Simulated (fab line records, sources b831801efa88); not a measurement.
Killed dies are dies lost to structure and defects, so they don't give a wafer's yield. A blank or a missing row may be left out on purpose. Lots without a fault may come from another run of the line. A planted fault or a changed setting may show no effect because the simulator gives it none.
fab line records | flow gf180mcu
record lots=5 wafers=15 last_day=34
route steps=602 shown HV_LDD@180
lots that met no fault: from a run of the same line without faults
start_h: hours from the record's first day to the start of the lot's first wafer shown | wait_h: hours since the lot's step before | " the same as in the row above | L1.1+2: a row that stands for several wafers | - no value, or no start given | * or withheld: withheld | < > ~ a bound
route shown NAME@n: a module of which the file shows steps, and the number in the route of the first | usual: mean/standard deviation of fault-free wafers | same: alike in all rows | chamber/n: place in a boat | sites: the reading at each site | _std_site: their standard deviation | _edge_site: outer sites' mean less inner sites' | radius_mm: how far each site lies from the wafer's centre | mask NAME#n: copy n | behind: the tool/chamber that last shaped the wafer | hold: why the lot was held/for how many hours/how that ended | device: the transistor (n, p or np) that didn't switch | end of line: the same wafers' tests at the end of the route | a step without rows: its recipe alone | killed: dies lost to structure and defects at the first sort, not the wafer's yield | map: a wafer's dies, x killed, . not, _ none there
set.NAME: the setting as run; set.NAME@STEP: as run at that earlier step | model.NAME: the simulator's own value behind a step, which no gauge read
lots at some steps of the route; a table a step, a row a wafer
services: from which hour (start_h, from the record's first day; less than 0 if before it) a tool's chamber was out of use, for how many hours, and why
## steps
# step GF_HV_LDD_EXPOSE_04
# recipe mask_id=Nplus_LV_AREA target_cd_nm=400 na=0.6 source_shape=conventional sigma_outer=0.6 dose_mj=140
# columns lot.wafer tool chamber start_h wait_h mask
L080.1+2+4 iline_stepper-01 0 - - Nplus_LV_AREA#0
L088.1+2+3 iline_stepper-01 0 - - Nplus_LV_AREA#0
L092.2+3+6 iline_stepper-02 0 - - Nplus_LV_AREA#0
L093.1+2+3 iline_stepper-01 0 - - Nplus_LV_AREA#0
L097.1+5+6 iline_stepper-02 0 - - Nplus_LV_AREA#0
# step GF_HV_LDD_PEB_05
# recipe temp_c=withheld time_s=* resist=NOVOLAK
# columns lot.wafer tool chamber start_h wait_h
L080.1+2+4 litho_track-03 0 - -
L088.1+2+3 litho_track-02 0 - -
L092.2+3+6 litho_track-02 0 - -
L093.1+2+3 litho_track-03 0 - -
L097.1+5+6 litho_track-02 0 - -
# step GF_HV_LDD_DEVELOP_06
# recipe develop_time_s=60 dev_temp_c=23
# same develop_time_s=60
# columns lot.wafer tool chamber start_h wait_h
L080.1+2+4 litho_track-03 0 270.83 0.1
L088.1+2+3 litho_track-02 0 323.51 0.1
L092.2+3+6 litho_track-02 0 350.99 0.1
L093.1+2+3 litho_track-03 0 362.63 0.1
L097.1+5+6 litho_track-02 0 388.86 0.1
# step GF_HV_LDD_CD_MEAS_07
# recipe target_cd_nm=400
# usual cd_nm=400.7/2.1
# columns lot.wafer tool chamber start_h wait_h cd_nm
L080.1 cd_sem-02 - 270.98 0.1 398.8
L080.2 " - " " 397.3
L080.4 " - " " 398.7
L088.1 cd_sem-02 - 323.66 0.1 400.5
L088.2 " - " " 400.3
L088.3 " - " " 401.8
L092.2 cd_sem-02 - 351.15 0.1 398.8
L092.3 " - " " 396.8
L092.6 " - " " 401.2
L093.1 cd_sem-02 - 362.78 0.1 404.4
L093.2 " - " " 404.0
L093.3 " - " " 402.2
L097.1 cd_sem-02 - 389.01 0.1 400.4
L097.5 " - " " 403.2
L097.6 " - " " 400.8
# step GF_HV_LDD_OVL_MEAS_08
# usual HV_LDD_OVL=-0.1/1.4
# columns lot.wafer tool chamber start_h wait_h HV_LDD_OVL[nm]
L080.1 overlay-02 - 271.10 0.1 -2.3
L080.2 " - " " -2.9
L080.4 " - " " -2.2
L088.1 overlay-01 - 323.78 0.1 -0.9
L088.2 " - " " -2.0
L088.3 " - " " -0.5
L092.2 overlay-02 - 351.26 0.1 -0.8
L092.3 " - " " -0.3
L092.6 " - " " 0.8
L093.1 overlay-01 - 362.90 0.1 -2.6
L093.2 " - " " -2.8
L093.3 " - " " -2.6
L097.1 overlay-01 - 389.13 0.1 -1.4
L097.5 " - " " -1.8
L097.6 " - " " -0.4
# step GF_HV_LDD_IMPLANT_09
# recipe species=As energy_kev=40 dose_cm2=1e+14 tilt_deg=7
# columns lot.wafer tool chamber start_h wait_h
L080.1+2+4 implanter-03 0 271.14 0.0
L088.1+2+3 implanter-02 0 323.82 0.0
L092.2+3+6 implanter-01 0 351.31 0.0
L093.1+2+3 implanter-01 0 362.94 0.0
L097.1+5+6 implanter-03 0 389.17 0.0
# step GF_HV_LDD_STRIP_10
# recipe chemistry=O2/N2 power_w=1400 pressure_mtorr=1500 platen_temp_c=250 o2_flow_sccm=3000 n2_flow_sccm=300 overash_fraction=0.5
# usual drypump_motor_current_A=5.8/0.35 heater_power_w=324/32 oes_product_au=0.716/0.004 strip_time_to_endpoint_s=12.63/0.044
# columns lot.wafer tool chamber start_h wait_h drypump_motor_current_A heater_power_w oes_product_au rf_hours_counter_h strip_time_to_endpoint_s
L080.1 plasma_asher-04 0 271.29 0.1 5.8 366 0.713 47 12.67
L080.2 " 1 " " 5.2 321 0.709 47 12.71
L080.4 " 0 " " 5.8 358 0.715 - 12.65
L088.1 plasma_asher-01 1 323.97 0.1 6.3 355 0.715 71 12.65
L088.2 " 0 " " 5.5 281 0.714 71 12.62
L088.3 " 1 " " 6.2 362 0.712 - 12.65
L092.2 plasma_asher-01 1 351.44 0.1 6.3 355 0.720 73 12.70
L092.3 " 1 " " 6.3 361 0.711 - 12.66
L092.6 " 0 " " 5.5 282 0.717 - 12.68
L093.1 plasma_asher-01 0 363.09 0.1 5.5 274 0.718 75 12.55
L093.2 " 1 " " 6.3 362 0.722 75 12.56
L093.3 " 0 " " 5.5 281 0.715 - 12.55
L097.1 plasma_asher-01 1 389.32 0.1 6.2 352 0.715 78 12.67
L097.5 " 0 " " 5.5 280 0.720 - 12.66
L097.6 " 1 " " 6.3 351 0.718 - 12.67
# step GF_HV_LDD_TW_MEAS_11
# usual HV_LDD_TW=2412/11
# columns lot.wafer tool chamber start_h wait_h HV_LDD_TW
L080.1 film_metro-04 - 271.45 0.1 2410
L080.2 " - " " 2410
L080.4 " - " " 2423
L088.1 film_metro-04 - 324.07 0.1 2416
L088.2 " - " " 2427
L088.3 " - " " 2431
L092.2 film_metro-04 - 351.55 0.1 2400
L092.3 " - " " 2402
L092.6 " - " " 2407
L093.1 film_metro-01 - 363.19 0.1 2396
L093.2 " - " " 2400
L093.3 " - " " 2403
L097.1 film_metro-01 - 389.42 0.1 2402
L097.5 " - " " 2424
L097.6 " - " " 2407
# step GF_HV_LDD_DEHYDRATE_12
# recipe temp_c=200 time_s=60
# columns lot.wafer tool chamber start_h wait_h
L080.1+2+4 litho_track-02 0 280.56 9.1
L088.1+2+3 litho_track-01 0 334.32 10.2
L092.2+3+6 litho_track-02 0 362.04 10.5
L093.1+2+3 litho_track-02 0 373.56 10.4
L097.1+5+6 litho_track-02 0 400.31 10.9
# step GF_HV_LDD_HMDS_13
# recipe prime_time_s=60 prime_temp_c=120
# columns lot.wafer tool chamber start_h wait_h
L080.1+2+4 litho_track-02 0 280.71 0.1
L088.1+2+3 litho_track-01 0 334.47 0.1
L092.2+3+6 litho_track-02 0 362.19 0.1
L093.1+2+3 litho_track-02 0 373.71 0.1
L097.1+5+6 litho_track-02 0 400.46 0.1
# step GF_HV_LDD_COAT_14
# recipe resist=NOVOLAK spin_rpm=3000 resist_thk_nm=1000
# columns lot.wafer tool chamber start_h wait_h
L080.1+2+4 litho_track-02 0 280.86 0.1
L088.1+2+3 litho_track-01 0 334.62 0.1
L092.2+3+6 litho_track-02 0 362.34 0.1
L093.1+2+3 litho_track-02 0 373.86 0.1
L097.1+5+6 litho_track-02 0 400.61 0.1
# step GF_HV_LDD_SOFTBAKE_15
# recipe temp_c=90 time_s=60 resist=NOVOLAK
# columns lot.wafer tool chamber start_h wait_h
L080.1+2+4 litho_track-02 0 281.01 0.1
L088.1+2+3 litho_track-01 0 334.77 0.1
L092.2+3+6 litho_track-02 0 362.49 0.1
L093.1+2+3 litho_track-02 0 374.01 0.1
L097.1+5+6 litho_track-02 0 400.76 0.1
# step GF_HV_LDD_EXPOSE_16
# recipe mask_id=Pplus_LV_AREA target_cd_nm=400 na=0.6 source_shape=conventional sigma_outer=0.6 dose_mj=140
# columns lot.wafer tool chamber start_h wait_h mask
L080.1+2+4 iline_stepper-01 0 - - Pplus_LV_AREA#0
L088.1+2+3 iline_stepper-02 0 - - Pplus_LV_AREA#0
L092.2+3+6 iline_stepper-02 0 - - Pplus_LV_AREA#0
L093.1+2+3 iline_stepper-01 0 - - Pplus_LV_AREA#0
L097.1+5+6 iline_stepper-02 0 - - Pplus_LV_AREA#0
# step GF_HV_LDD_PEB_17
# recipe temp_c=withheld time_s=* resist=NOVOLAK
# columns lot.wafer tool chamber start_h wait_h
L080.1+2+4 litho_track-02 0 - -
L088.1+2+3 litho_track-01 0 - -
L092.2+3+6 litho_track-01 0 - -
L093.1+2+3 litho_track-01 0 - -
L097.1+5+6 litho_track-01 0 - -
# step GF_HV_LDD_DEVELOP_18
# recipe develop_time_s=60 dev_temp_c=23
# same develop_time_s=60
# columns lot.wafer tool chamber start_h wait_h
L080.1+2+4 litho_track-02 0 290.66 0.1
L088.1+2+3 litho_track-01 0 345.12 0.1
L092.2+3+6 litho_track-01 0 373.40 0.1
L093.1+2+3 litho_track-01 0 385.62 0.1
L097.1+5+6 litho_track-01 0 412.47 0.1
# step GF_HV_LDD_CD_MEAS_19
# recipe target_cd_nm=400
# usual cd_nm=399.9/2.5
# columns lot.wafer tool chamber start_h wait_h cd_nm
L080.1 cd_sem-02 - 290.81 0.1 394.6
L080.2 " - " " 396.6
L080.4 " - " " 395.4
L088.1 cd_sem-02 - 345.42 0.3 400.5
L088.2 " - " " 400.6
L088.3 " - " " 400.8
L092.2 cd_sem-02 - 373.54 0.1 394.6
L092.3 " - " " 395.3
L092.6 " - " " 395.5
L093.1 cd_sem-01 - 385.77 0.1 396.5
L093.2 " - " " 397.4
L093.3 " - " " 395.7
L097.1 cd_sem-01 - 412.62 0.1 399.4
L097.5 " - " " 401.9
L097.6 " - " " 401.0
# step GF_HV_LDD_OVL_MEAS_20
# usual HV_LDD_01_OVL=0.6/1.3
# columns lot.wafer tool chamber start_h wait_h HV_LDD_01_OVL[nm]
L080.1 overlay-01 - 290.93 0.1 -1.0
L080.2 " - " " -0.8
L080.4 " - " " 0.2
L088.1 overlay-02 - 345.54 0.1 0.1
L088.2 " - " " 1.0
L088.3 " - " " 0.7
L092.2 overlay-01 - 373.65 0.1 1.0
L092.3 " - " " -0.3
L092.6 " - " " -0.1
L093.1 overlay-01 - 385.89 0.1 -0.6
L093.2 " - " " 0.0
L093.3 " - " " 1.1
L097.1 overlay-01 - 412.74 0.1 4.9
L097.5 " - " " 3.0
L097.6 " - " " 3.5
# step GF_HV_LDD_IMPLANT_21
# recipe species=BF2 energy_kev=25 dose_cm2=5e+13 tilt_deg=7
# columns lot.wafer tool chamber start_h wait_h
L080.1+2+4 implanter-02 0 290.97 0.0
L088.1+2+3 implanter-01 0 345.58 0.0
L092.2+3+6 implanter-03 0 373.70 0.0
L093.1+2+3 implanter-03 0 385.93 0.0
L097.1+5+6 implanter-02 0 412.78 0.0
# step GF_HV_LDD_STRIP_22
# recipe chemistry=O2/N2 power_w=1400 pressure_mtorr=1500 platen_temp_c=250 o2_flow_sccm=3000 n2_flow_sccm=300 overash_fraction=0.5
# usual drypump_motor_current_A=5.7/0.3 heater_power_w=327/26 oes_product_au=0.716/0.0045 strip_time_to_endpoint_s=12.62/0.04
# columns lot.wafer tool chamber start_h wait_h drypump_motor_current_A heater_power_w oes_product_au rf_hours_counter_h strip_time_to_endpoint_s
L080.1 plasma_asher-02 0 291.12 0.1 5.7 326 0.712 18 12.61
L080.2 " 1 " " 5.9 326 0.711 18 12.59
L080.4 " 1 " " 5.8 319 0.714 - 12.59
L088.1 plasma_asher-01 1 345.73 0.1 6.2 370 0.715 73 12.60
L088.2 " 0 " " 5.5 278 0.715 73 12.52
L088.3 " 1 " " 6.3 350 0.718 - 12.57
L092.2 plasma_asher-02 0 373.83 0.1 5.7 316 0.716 28 12.63
L092.3 " 1 " " 5.8 330 0.720 - 12.65
L092.6 " 1 " " 5.8 330 0.721 - 12.65
L093.1 plasma_asher-02 0 386.08 0.1 5.7 311 0.719 29 12.66
L093.2 " 1 " " 5.9 332 0.713 29 12.63
L093.3 " 0 " " 5.7 319 0.717 - 12.63
L097.1 plasma_asher-04 1 412.93 0.1 5.2 322 0.724 60 12.68
L097.5 " 0 " " 5.7 353 0.718 - 12.67
L097.6 " 1 " " 5.2 323 0.714 - 12.62
# step GF_HV_LDD_TW_MEAS_23
# usual HV_LDD_2_TW=1055/5.5
# columns lot.wafer tool chamber start_h wait_h HV_LDD_2_TW
L080.1 film_metro-03 - 291.22 0.1 1054
L080.2 " - " " 1058
L080.4 " - " " 1051
L088.1 film_metro-03 - 345.83 0.1 1057
L088.2 " - " " 1054
L088.3 " - " " 1062
L092.2 film_metro-04 - 373.94 0.1 1047
L092.3 " - " " 1052
L092.6 " - " " 1053
L093.1 film_metro-01 - 386.18 0.1 1059
L093.2 " - " " 1054
L093.3 " - " " 1057
L097.1 film_metro-01 - 413.03 0.1 1051
L097.5 " - " " 1060
L097.6 " - " " 1054
# step GF_HV_LDD_DEHYDRATE_24
# recipe temp_c=200 time_s=60
# columns lot.wafer tool chamber start_h wait_h
L080.1+2+4 litho_track-03 0 300.58 9.4
L088.1+2+3 litho_track-01 0 356.02 10.2
L092.2+3+6 litho_track-01 0 384.90 10.9
L093.1+2+3 litho_track-02 0 397.41 11.2
L097.1+5+6 litho_track-01 0 424.77 11.7
# step GF_HV_LDD_HMDS_25
# recipe prime_time_s=60 prime_temp_c=120
# columns lot.wafer tool chamber start_h wait_h
L080.1+2+4 litho_track-03 0 300.73 0.1
L088.1+2+3 litho_track-01 0 356.17 0.1
L092.2+3+6 litho_track-01 0 385.05 0.1
L093.1+2+3 litho_track-02 0 397.56 0.1
L097.1+5+6 litho_track-01 0 424.92 0.1
# step GF_HV_LDD_COAT_26
# recipe resist=NOVOLAK spin_rpm=3000 resist_thk_nm=1000
# columns lot.wafer tool chamber start_h wait_h
L080.1+2+4 litho_track-03 0 300.88 0.1
L088.1+2+3 litho_track-01 0 356.32 0.1
L092.2+3+6 litho_track-01 0 385.20 0.1
L093.1+2+3 litho_track-02 0 397.71 0.1
L097.1+5+6 litho_track-01 0 425.07 0.1
# step GF_HV_LDD_SOFTBAKE_27
# recipe temp_c=90 time_s=60 resist=NOVOLAK
# columns lot.wafer tool chamber start_h wait_h
L080.1+2+4 litho_track-03 0 301.03 0.1
L088.1+2+3 litho_track-01 0 356.47 0.1
L092.2+3+6 litho_track-01 0 385.35 0.1
L093.1+2+3 litho_track-02 0 397.86 0.1
L097.1+5+6 litho_track-01 0 425.22 0.1
# step GF_HV_LDD_EXPOSE_28
# recipe mask_id=Nplus_HV_AREA target_cd_nm=400 na=0.6 source_shape=conventional sigma_outer=0.6 dose_mj=140
# columns lot.wafer tool chamber start_h wait_h mask
L080.1+2+4 iline_stepper-02 0 - - Nplus_HV_AREA#0
L088.1+2+3 iline_stepper-02 0 - - Nplus_HV_AREA#0
L092.2+3+6 iline_stepper-02 0 - - Nplus_HV_AREA#0
L093.1+2+3 iline_stepper-02 0 - - Nplus_HV_AREA#0
L097.1+5+6 iline_stepper-02 0 - - Nplus_HV_AREA#0
# step GF_HV_LDD_PEB_29
# recipe temp_c=withheld time_s=* resist=NOVOLAK
# columns lot.wafer tool chamber start_h wait_h
L080.1+2+4 litho_track-01 0 - -
L088.1+2+3 litho_track-03 0 - -
L092.2+3+6 litho_track-01 0 - -
L093.1+2+3 litho_track-02 0 - -
L097.1+5+6 litho_track-01 0 - -
# step GF_HV_LDD_DEVELOP_30
# recipe develop_time_s=60 dev_temp_c=23
# same develop_time_s=60
# columns lot.wafer tool chamber start_h wait_h
L080.1+2+4 litho_track-01 0 311.22 0.1
L088.1+2+3 litho_track-03 0 367.83 0.1
L092.2+3+6 litho_track-01 0 397.10 0.1
L093.1+2+3 litho_track-02 0 409.51 0.1
L097.1+5+6 litho_track-01 0 437.32 0.1
# step GF_HV_LDD_CD_MEAS_31
# recipe target_cd_nm=400
# usual cd_nm=399.7/2.3
# columns lot.wafer tool chamber start_h wait_h cd_nm
L080.1 cd_sem-02 - 311.37 0.1 399.5
L080.2 " - " " 398.8
L080.4 " - " " 398.2
L088.1 cd_sem-01 - 367.98 0.1 394.8
L088.2 " - " " 396.7
L088.3 " - " " 393.5
L092.2 cd_sem-02 - 397.24 0.1 401.9
L092.3 " - " " 401.9
L092.6 " - " " 403.3
L093.1 cd_sem-02 - 409.66 0.1 398.3
L093.2 " - " " 398.7
L093.3 " - " " 398.3
L097.1 cd_sem-02 - 437.47 0.1 403.5
L097.5 " - " " 403.2
L097.6 " - " " 402.5
# step GF_HV_LDD_OVL_MEAS_32
# usual HV_LDD_02_OVL=-0.1/1.2
# columns lot.wafer tool chamber start_h wait_h HV_LDD_02_OVL[nm]
L080.1 overlay-01 - 311.49 0.1 1.0
L080.2 " - " " 0.8
L080.4 " - " " 3.2
L088.1 overlay-02 - 368.10 0.1 -1.6
L088.2 " - " " -2.5
L088.3 " - " " 0.6
L092.2 overlay-01 - 397.35 0.1 1.9
L092.3 " - " " 1.6
L092.6 " - " " 2.2
L093.1 overlay-02 - 409.78 0.1 -0.8
L093.2 " - " " -1.9
L093.3 " - " " -1.6
L097.1 overlay-01 - 437.59 0.1 -0.3
L097.5 " - " " 0.5
L097.6 " - " " 0.3
# step GF_HV_LDD_IMPLANT_33
# recipe species=P energy_kev=60 dose_cm2=7.5e+12 tilt_deg=30 rotation_deg=0
# columns lot.wafer tool chamber start_h wait_h
L080.1+2+4 implanter-03 0 311.53 0.0
L088.1+2+3 implanter-03 0 368.14 0.0
L092.2+3+6 implanter-02 0 397.40 0.0
L093.1+2+3 implanter-01 0 409.82 0.0
L097.1+5+6 implanter-02 0 437.63 0.0
# step GF_HV_LDD_IMPLANT_34
# recipe species=P energy_kev=60 dose_cm2=7.5e+12 tilt_deg=30 rotation_deg=90
# columns lot.wafer tool chamber start_h wait_h
L080.1+2+4 implanter-03 0 311.68 0.1
L088.1+2+3 implanter-03 0 368.29 0.1
L092.2+3+6 implanter-02 0 397.55 0.1
L093.1+2+3 implanter-01 0 409.97 0.1
L097.1+5+6 implanter-02 0 437.78 0.1
# step GF_HV_LDD_IMPLANT_35
# recipe species=P energy_kev=60 dose_cm2=7.5e+12 tilt_deg=30 rotation_deg=180
# columns lot.wafer tool chamber start_h wait_h
L080.1+2+4 implanter-03 0 311.83 0.1
L088.1+2+3 implanter-03 0 368.44 0.1
L092.2+3+6 implanter-02 0 397.70 0.1
L093.1+2+3 implanter-01 0 410.12 0.1
L097.1+5+6 implanter-02 0 437.93 0.1
# step GF_HV_LDD_IMPLANT_36
# recipe species=P energy_kev=60 dose_cm2=7.5e+12 tilt_deg=30 rotation_deg=270
# columns lot.wafer tool chamber start_h wait_h
L080.1+2+4 implanter-03 0 311.98 0.1
L088.1+2+3 implanter-03 0 368.59 0.1
L092.2+3+6 implanter-02 0 397.85 0.1
L093.1+2+3 implanter-01 0 410.27 0.1
L097.1+5+6 implanter-02 0 438.08 0.1
# step GF_HV_LDD_STRIP_37
# recipe chemistry=O2/N2 power_w=1400 pressure_mtorr=1500 platen_temp_c=250 o2_flow_sccm=3000 n2_flow_sccm=300 overash_fraction=0.5
# usual drypump_motor_current_A=5.7/0.31 heater_power_w=327/27 oes_product_au=0.716/0.0041 strip_time_to_endpoint_s=12.61/0.038
# columns lot.wafer tool chamber start_h wait_h drypump_motor_current_A heater_power_w oes_product_au rf_hours_counter_h strip_time_to_endpoint_s
L080.1 plasma_asher-01 0 312.13 0.1 5.5 280 0.708 69 12.59
L080.2 " 1 " " 6.3 360 0.722 69 12.57
L080.4 " 0 " " 5.6 275 0.708 - 12.58
L088.1 plasma_asher-02 0 368.74 0.1 5.7 320 0.712 27 12.63
L088.2 " 1 " " 5.8 333 0.715 27 12.66
L088.3 " 1 " " 5.9 329 0.711 - 12.61
L092.2 plasma_asher-02 1 397.98 0.1 5.9 325 0.713 30 12.63
L092.3 " 1 " " 5.9 326 0.715 - 12.60
L092.6 " 1 " " 5.9 334 0.715 - 12.61
L093.1 plasma_asher-01 0 410.42 0.1 5.5 277 0.718 80 12.65
L093.2 " 1 " " 6.3 356 0.721 80 12.64
L093.3 " 0 " " 5.5 273 0.712 - 12.62
L097.1 plasma_asher-02 0 438.23 0.1 5.7 317 0.724 35 12.60
L097.5 " 0 " " 5.7 311 0.716 - 12.61
L097.6 " 1 " " 5.9 321 0.717 - 12.62
# step GF_HV_LDD_TW_MEAS_38
# usual HV_LDD_3_TW=1436/7.2
# columns lot.wafer tool chamber start_h wait_h HV_LDD_3_TW
L080.1 film_metro-04 - 312.23 0.1 1452
L080.2 " - " " 1437
L080.4 " - " " 1439
L088.1 film_metro-01 - 368.84 0.1 1435
L088.2 " - " " 1429
L088.3 " - " " 1429
L092.2 film_metro-03 - 398.09 0.1 1435
L092.3 " - " " 1430
L092.6 " - " " 1436
L093.1 film_metro-03 - 410.52 0.1 1441
L093.2 " - " " 1449
L093.3 " - " " 1443
L097.1 film_metro-01 - 438.33 0.1 1433
L097.5 " - " " 1435
L097.6 " - " " 1431
# step GF_HV_LDD_DEHYDRATE_39
# recipe temp_c=200 time_s=60
# columns lot.wafer tool chamber start_h wait_h
L080.1+2+4 litho_track-02 0 322.11 9.9
L088.1+2+3 litho_track-01 0 379.42 10.6
L092.2+3+6 litho_track-01 0 409.49 11.4
L093.1+2+3 litho_track-03 0 421.43 10.9
L097.1+5+6 litho_track-01 0 449.97 11.6
# step GF_HV_LDD_HMDS_40
# recipe prime_time_s=60 prime_temp_c=120
# columns lot.wafer tool chamber start_h wait_h
L080.1+2+4 litho_track-02 0 322.26 0.1
L088.1+2+3 litho_track-01 0 379.57 0.1
L092.2+3+6 litho_track-01 0 409.64 0.1
L093.1+2+3 litho_track-03 0 421.58 0.1
L097.1+5+6 litho_track-01 0 450.12 0.1
# step GF_HV_LDD_COAT_41
# recipe resist=NOVOLAK spin_rpm=3000 resist_thk_nm=1000
# columns lot.wafer tool chamber start_h wait_h
L080.1+2+4 litho_track-02 0 322.41 0.1
L088.1+2+3 litho_track-01 0 379.72 0.1
L092.2+3+6 litho_track-01 0 409.79 0.1
L093.1+2+3 litho_track-03 0 421.73 0.1
L097.1+5+6 litho_track-01 0 450.27 0.1
# step GF_HV_LDD_SOFTBAKE_42
# recipe temp_c=90 time_s=60 resist=NOVOLAK
# columns lot.wafer tool chamber start_h wait_h
L080.1+2+4 litho_track-02 0 322.56 0.1
L088.1+2+3 litho_track-01 0 379.87 0.1
L092.2+3+6 litho_track-01 0 409.94 0.1
L093.1+2+3 litho_track-03 0 421.88 0.1
L097.1+5+6 litho_track-01 0 450.42 0.1
# step GF_HV_LDD_EXPOSE_43
# recipe mask_id=Pplus_HV_AREA target_cd_nm=400 na=0.6 source_shape=conventional sigma_outer=0.6 dose_mj=140
# columns lot.wafer tool chamber start_h wait_h mask
L080.1+2+4 iline_stepper-01 0 - - Pplus_HV_AREA#0
L088.1+2+3 iline_stepper-02 0 - - Pplus_HV_AREA#0
L092.2+3+6 iline_stepper-02 0 - - Pplus_HV_AREA#0
L093.1+2+3 iline_stepper-02 0 - - Pplus_HV_AREA#0
L097.1+5+6 iline_stepper-02 0 - - Pplus_HV_AREA#0
# step GF_HV_LDD_PEB_44
# recipe temp_c=withheld time_s=* resist=NOVOLAK
# columns lot.wafer tool chamber start_h wait_h
L080.1+2+4 litho_track-01 0 - -
L088.1+2+3 litho_track-02 0 - -
L092.2+3+6 litho_track-03 0 - -
L093.1+2+3 litho_track-03 0 - -
L097.1+5+6 litho_track-01 0 - -
# step GF_HV_LDD_DEVELOP_45
# recipe develop_time_s=60 dev_temp_c=23
# same develop_time_s=60
# columns lot.wafer tool chamber start_h wait_h
L080.1+2+4 litho_track-01 0 333.22 0.1
L088.1+2+3 litho_track-02 0 391.61 0.1
L092.2+3+6 litho_track-03 0 421.30 0.1
L093.1+2+3 litho_track-03 0 434.08 0.1
L097.1+5+6 litho_track-01 0 462.42 0.1
# step GF_HV_LDD_CD_MEAS_46
# recipe target_cd_nm=400
# usual cd_nm=399.7/2.5
# columns lot.wafer tool chamber start_h wait_h cd_nm
L080.1 cd_sem-02 - 333.37 0.1 398.7
L080.2 " - " " 400.3
L080.4 " - " " 398.2
L088.1 cd_sem-01 - 391.76 0.1 398.3
L088.2 " - " " 397.3
L088.3 " - " " 396.5
L092.2 cd_sem-02 - 421.45 0.1 401.4
L092.3 " - " " 398.3
L092.6 " - " " 400.2
L093.1 cd_sem-02 - 434.23 0.1 400.3
L093.2 " - " " 398.8
L093.3 " - " " 396.8
L097.1 cd_sem-02 - 462.57 0.1 402.3
L097.5 " - " " 404.2
L097.6 " - " " 402.5
# step GF_HV_LDD_OVL_MEAS_47
# usual HV_LDD_03_OVL=1.5/1.1
# columns lot.wafer tool chamber start_h wait_h HV_LDD_03_OVL[nm]
L080.1 overlay-02 - 333.49 0.1 1.2
L080.2 " - " " 2.1
L080.4 " - " " 2.2
L088.1 overlay-01 - 391.88 0.1 2.8
L088.2 " - " " 2.6
L088.3 " - " " 1.7
L092.2 overlay-01 - 421.56 0.1 0.2
L092.3 " - " " 1.1
L092.6 " - " " 0.3
L093.1 overlay-01 - 434.35 0.1 1.6
L093.2 " - " " 1.5
L093.3 " - " " 0.3
L097.1 overlay-01 - 462.69 0.1 2.5
L097.5 " - " " 2.5
L097.6 " - " " 1.4
# step GF_HV_LDD_IMPLANT_48
# recipe species=B energy_kev=25 dose_cm2=3e+13 tilt_deg=7
# columns lot.wafer tool chamber start_h wait_h
L080.1+2+4 implanter-03 0 333.53 0.0
L088.1+2+3 implanter-03 0 391.92 0.0
L092.2+3+6 implanter-01 0 421.61 0.0
L093.1+2+3 implanter-01 0 434.39 0.0
L097.1+5+6 implanter-03 0 462.72 0.0
# step GF_HV_LDD_STRIP_49
# recipe chemistry=O2/N2 power_w=1400 pressure_mtorr=1500 platen_temp_c=250 o2_flow_sccm=3000 n2_flow_sccm=300 overash_fraction=0.5
# usual drypump_motor_current_A=5.7/0.35 heater_power_w=326/31 oes_product_au=0.716/0.0047 strip_time_to_endpoint_s=12.62/0.036
# columns lot.wafer tool chamber start_h wait_h drypump_motor_current_A heater_power_w oes_product_au rf_hours_counter_h strip_time_to_endpoint_s
L080.1 plasma_asher-01 0 333.68 0.1 5.5 277 0.712 71 12.63
L080.2 " 1 " " 6.3 359 0.708 71 12.61
L080.4 " 1 " " 6.2 357 0.718 - 12.67
L088.1 plasma_asher-04 1 392.07 0.1 5.2 325 0.721 57 12.59
L088.2 " 0 " " 5.7 350 0.717 57 12.62
L088.3 " 1 " " 5.2 323 0.720 - 12.62
L092.2 plasma_asher-01 0 421.74 0.1 5.5 274 0.714 82 12.59
L092.3 " 1 " " 6.3 356 0.720 - 12.61
L092.6 " 0 " " 5.5 280 0.717 - 12.60
L093.1 plasma_asher-01 1 434.54 0.1 6.2 357 0.714 83 12.58
L093.2 " 0 " " 5.5 279 0.716 83 12.62
L093.3 " 1 " " 6.2 370 0.710 - 12.57
L097.1 plasma_asher-04 0 462.87 0.1 5.7 356 0.718 65 12.63
L097.5 " 1 " " 5.2 333 0.709 - 12.61
L097.6 " 0 " " 5.7 355 0.717 - 12.62
# step GF_HV_LDD_TW_MEAS_50
# usual HV_LDD_4_TW=568/3.4
# columns lot.wafer tool chamber start_h wait_h HV_LDD_4_TW
L080.1 film_metro-03 - 333.78 0.1 567
L080.2 " - " " 570
L080.4 " - " " 571
L088.1 film_metro-04 - 392.17 0.1 567
L088.2 " - " " 566
L088.3 " - " " 563
L092.2 film_metro-04 - 421.85 0.1 563
L092.3 " - " " 565
L092.6 " - " " 568
L093.1 film_metro-04 - 434.64 0.1 567
L093.2 " - " " 569
L093.3 " - " " 569
L097.1 film_metro-01 - 462.97 0.1 573
L097.5 " - " " 573
L097.6 " - " " 570
# step GF_HV_LDD_CLEAN_51
# recipe chemistry=SC1/SC2 mix=1:4:20 temp_c=70 time_s=150 dry=n2_spin
# columns lot.wafer tool chamber start_h wait_h
L080.1+2+4 wet_bench-03 1 333.84 0.1
L088.1+2+3 wet_bench-04 1 392.23 0.1
L092.2+3+6 wet_bench-04 2 421.90 0.0
L093.1+2+3 wet_bench-01 0 434.70 0.1
L097.1+5+6 wet_bench-04 3 463.03 0.1
## services
# columns tool chamber start_h hours kind
implanter-03 - 241.65 0.5 repair
implanter-01 - 255.34 2.1 repair
implanter-01 - 261.87 8.7 repair
wet_bench-01 - 264.09 2.9 repair
iline_stepper-02 - 281.15 1.7 pm
implanter-02 - 301.62 4.1 repair
plasma_asher-04 - 301.93 12.0 repair
iline_stepper-02 - 308.07 8.2 repair
plasma_asher-02 - 310.85 2.8 pm
iline_stepper-01 - 334.06 1.7 pm
implanter-02 - 348.87 4.1 repair
plasma_asher-04 - 361.30 9.1 repair
plasma_asher-04 - 377.68 2.9 pm
plasma_asher-01 - 409.53 0.5 repair
implanter-03 - 430.01 3.9 pm
implanter-01 - 448.43 1.4 repair
## key
fault none
